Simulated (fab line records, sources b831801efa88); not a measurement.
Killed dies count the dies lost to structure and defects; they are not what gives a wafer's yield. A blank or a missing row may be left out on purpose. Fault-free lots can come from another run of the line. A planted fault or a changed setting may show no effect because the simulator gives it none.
Which tool did it? | flow sky130 | 36 wafers from 12 lots sampled at 5 of the route's 708 steps

WHAT THE GAUGES SHOWED, per wafer
SKY_VT_ADJUST_HVTR_TW_MEAS_11. Usual: VT_ADJUST_HVTR_TW gives 211.0 (standard deviation 2.7).
lot  | measured     | on            | VT_ADJUST_HVTR_TW                   | flag
L831 | day 10 12:09 | film_metro-04 | 213.0 212.4 212.9                   |
L832 | day 10 12:27 | film_metro-01 | 208.0 207.3 207.9                   |
L836 | day 11 15:17 | film_metro-04 | 213.3 213.5 212.9                   |
L839 | day 12 07:08 | film_metro-01 | 208.7 208.7 209.0                   |
L838 | day 12 08:10 | film_metro-03 | 212.8 213.4 211.7                   |
L841 | day 12 21:35 | film_metro-04 | 212.7 212.5 213.2                   |
L846 | day 14 19:46 | film_metro-01 | 181.5 181.8 182.0 181.5 181.7 181.2 | OFF
L847 | day 15 02:49 | film_metro-03 | 212.1 212.4 212.4                   |
L848 | day 15 07:11 | film_metro-04 | 188.1 187.4 186.8 187.4 186.1 187.4 | OFF
L849 | day 15 09:17 | film_metro-01 | 209.1 208.1 206.7                   |
L851 | day 15 21:30 | film_metro-04 | 213.8 214.1 213.6                   |
L852 | day 16 08:47 | film_metro-01 | 205.8 207.4 206.3                   |

SKY_SONOS_ONO_THK_MEAS_03. Usual: SONOS_ONO_CVD_02_THK gives 10.48 nm (standard deviation 0.16).
lot  | measured     | on            | SONOS_ONO_CVD_02_THK (nm) | flag
L831 | day 12 15:34 | film_metro-01 | 10.55 10.53 10.46         |
L832 | day 12 17:58 | film_metro-01 | 10.71 10.62 10.71         |
L836 | day 13 22:10 | film_metro-03 | 10.65 10.78 10.82         |
L839 | day 14 15:13 | film_metro-01 | 10.57 10.56 10.52         |
L838 | day 14 16:17 | film_metro-03 | 10.39 10.50 10.35         |
L841 | day 15 04:50 | film_metro-01 | 10.46 10.44 10.45         |
L846 | day 17 07:47 | film_metro-03 | 10.62 10.31 10.45         |
L847 | day 17 16:44 | film_metro-01 | 10.41 10.56 10.51         |
L848 | day 17 20:32 | film_metro-01 | 10.61 10.49 10.64         |
L849 | day 18 01:47 | film_metro-02 | 10.46 10.59 10.55         |
L851 | day 18 12:58 | film_metro-02 | 10.20 10.31 10.36         |
L852 | day 19 01:46 | film_metro-01 | 10.24 10.41 10.21         |

SKY_VIA1_CD_MEAS_12 targets a cd of 150 nm. Usual: 150.2 nm for cd_nm, sd 1.5.
lot  | measured     | on        | cd_nm (nm)        | flag
L831 | day 35 02:40 | cd_sem-02 | 151.0 152.7 152.3 |
L832 | day 35 05:43 | cd_sem-01 | 152.9 153.0 151.3 |
L836 | day 36 14:14 | cd_sem-01 | 149.4 151.0 149.8 |
L839 | day 37 04:52 | cd_sem-02 | 148.3 148.6 148.8 |
L838 | day 37 02:41 | cd_sem-02 | 151.6 149.4 151.4 |
L841 | day 37 17:52 | cd_sem-01 | 150.3 147.6 150.8 |
L846 | day 39 14:11 | cd_sem-01 | 149.3 149.5 149.0 |
L847 | day 40 08:36 | cd_sem-01 | 149.0 148.9 149.1 |
L848 | day 40 09:47 | cd_sem-01 | 152.6 149.6 152.5 |
L849 | day 41 03:32 | cd_sem-02 | 149.0 149.9 147.9 |
L851 | day 41 07:49 | cd_sem-02 | 150.2 150.2 148.9 |
L852 | day 41 06:57 | cd_sem-01 | 149.0 148.4 148.1 |

WHICH TOOL RAN EACH LOT (tool, then ch and the chambers of the sampled wafers, then the start)
lot  | SKY_VT_ADJUST_HVTR_IMPLANT_09   | SKY_METAL1_METAL_ETCH_19
L831 | implanter-02 ch 0, day 10 11:54 | rie_metal-02 ch 0,1, day 33 22:47
L832 | implanter-03 ch 0, day 10 12:12 | rie_metal-03 ch 0,1, day 34 01:39
L836 | implanter-02 ch 0, day 11 15:02 | rie_metal-02 ch 0,1, day 35 11:13
L839 | implanter-04 ch 0, day 12 06:53 | rie_metal-04 ch 0,1, day 36 01:18
L838 | implanter-02 ch 0, day 12 07:56 | rie_metal-02 ch 0,1, day 35 23:08
L841 | implanter-03 ch 0, day 12 21:22 | rie_metal-04 ch 0,1, day 36 15:08
L846 | implanter-03 ch 0, day 14 19:33 | rie_metal-02 ch 0,1, day 38 11:26
L847 | implanter-04 ch 0, day 15 02:35 | rie_metal-04 ch 0,1, day 39 05:21
L848 | implanter-03 ch 0, day 15 06:56 | rie_metal-02 ch 0,1, day 39 06:34
L849 | implanter-04 ch 0, day 15 09:02 | rie_metal-04 ch 0,1, day 40 01:41
L851 | implanter-04 ch 0, day 15 21:16 | rie_metal-03 ch 0,1, day 40 05:52
L852 | implanter-04 ch 0, day 16 08:32 | rie_metal-02 ch 1, day 40 04:58
- SKY_VT_ADJUST_HVTR_IMPLANT_09
- SKY_METAL1_METAL_ETCH_19: etches the open film in Cl2/BCl3, stops on SiO2, target depth 360 nm, time 78 s.

WHAT THE TOOLS THEMSELVES READ (means of the sampled wafers that have a number; where no wafer has one, the mark that the record gives instead)
SKY_VT_ADJUST_HVTR_IMPLANT_09. Usual: dose_ions_cm2 2.1001e+12, standard deviation 2.4e+09; faraday_current_uA 11.83, standard deviation 0.22.
lot  | tool         | dose_ions_cm2 | faraday_current_uA | flag
L831 | implanter-02 | 2.0996e+12    | 12.13              |
L832 | implanter-03 | 2.0991e+12    | 11.76              |
L836 | implanter-02 | 2.0995e+12    | 11.69              |
L839 | implanter-04 | 2.1028e+12    | 11.92              |
L838 | implanter-02 | 2.1028e+12    | 11.53              |
L841 | implanter-03 | 2.0996e+12    | 11.78              |
L846 | implanter-03 | 1.3105e+12    | 7.42               | OFF
L847 | implanter-04 | 2.0987e+12    | 11.76              |
L848 | implanter-03 | 1.3122e+12    | 7.49               | OFF
L849 | implanter-04 | 2.1019e+12    | 12.10              |
L851 | implanter-04 | 2.0978e+12    | 11.72              |
L852 | implanter-04 | 2.0986e+12    | 11.81              |

SKY_METAL1_METAL_ETCH_19. Usual: bcl3_flow_sccm 30.01 sccm, standard deviation 0.081; drypump_motor_current_A 6.0 A, standard deviation 0.54; he_backside_leak_sccm 3.3 sccm, standard deviation 0.37; oes_product_au 0.856 a.u., standard deviation 0.0056; throttle_valve_pct 22.264 %, standard deviation 0.0092.
lot  | tool         | bcl3_flow_sccm (sccm) | drypump_motor_current_A (A) | he_backside_leak_sccm (sccm) | oes_product_au (a.u.) | throttle_valve_pct (%) | flag
L831 | rie_metal-02 | 30.06                 | 5.9                         | 3.3                          | 0.855                 | 22.267                 |
L832 | rie_metal-03 | 29.98                 | 5.1                         | 3.4                          | 0.854                 | 22.257                 |
L836 | rie_metal-02 | 29.99                 | 6.1                         | 4.2                          | 0.856                 | 22.257                 |
L839 | rie_metal-04 | 30.03                 | 6.6                         | 3.3                          | 0.857                 | 22.258                 |
L838 | rie_metal-02 | 30.09                 | 6.1                         | 3.3                          | 0.859                 | 22.260                 |
L841 | rie_metal-04 | 30.00                 | 6.4                         | 3.3                          | 0.858                 | 22.262                 |
L846 | rie_metal-02 | 30.01                 | 5.9                         | 3.4                          | 0.860                 | 22.259                 |
L847 | rie_metal-04 | 29.96                 | 6.3                         | 3.2                          | 0.853                 | 22.267                 |
L848 | rie_metal-02 | 30.06                 | 6.1                         | 3.4                          | 0.860                 | 22.265                 |
L849 | rie_metal-04 | 30.02                 | 6.4                         | 4.3                          | 0.853                 | 22.267                 |
L851 | rie_metal-03 | 29.98                 | 5.1                         | 3.4                          | 0.858                 | 22.265                 |
L852 | rie_metal-02 | 30.08                 | 5.8                         | 3.2                          | 0.855                 | 22.268                 |

THE ANSWER, worked out from the rows above alone
Rule: lot off if the mean of its wafers having a number is beyond 3 standard deviations from the usual mean. Also off: a lot with no number at a reading for which 4 or more lots have one. Where the step has rows for the other lots, those lots are counted as sound. First the gauges in route order, then the tools' own readings, where a lot's mean is used as printed above. At the first step where some lot is off, the reading lying furthest off is the one used; lots without a number count as furthest.
Off: at SKY_VT_ADJUST_HVTR_TW_MEAS_11 (VT_ADJUST_HVTR_TW), L846, L848.
A tool fits if, at a process step before that reading, it ran every lot that is off, and no sound lot after the first of them. Not tried: the gauges at SKY_VT_ADJUST_HVTR_TW_MEAS_11; whatever is off there is also off at SKY_VT_ADJUST_HVTR_IMPLANT_09, on other tools, and gauge error can't account for it. One candidate fits, namely implanter-03 at SKY_VT_ADJUST_HVTR_IMPLANT_09. A fault onset in the window from L841 (day 12 21:22, its last sound lot) to L846 (day 14 19:33, its first lot off) fits.
The tool's own readings at SKY_VT_ADJUST_HVTR_IMPLANT_09 bear it out: on the lots that are off they differ by more than 5 times the standard deviation of the sound lots' means. dose_ions_cm2 reads 1.3114e+12 there against 2.1000e+12 on the sound lots; faraday_current_uA reads 7.46 there against 11.82 on the sound lots.

WHAT WAS PUT IN BY THE SIMULATOR
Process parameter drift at SKY_VT_ADJUST_HVTR_IMPLANT_09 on implanter-03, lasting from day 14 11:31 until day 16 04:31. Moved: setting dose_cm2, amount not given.
Struck lots among those shown: L846, L848. Same finding as the rule above.
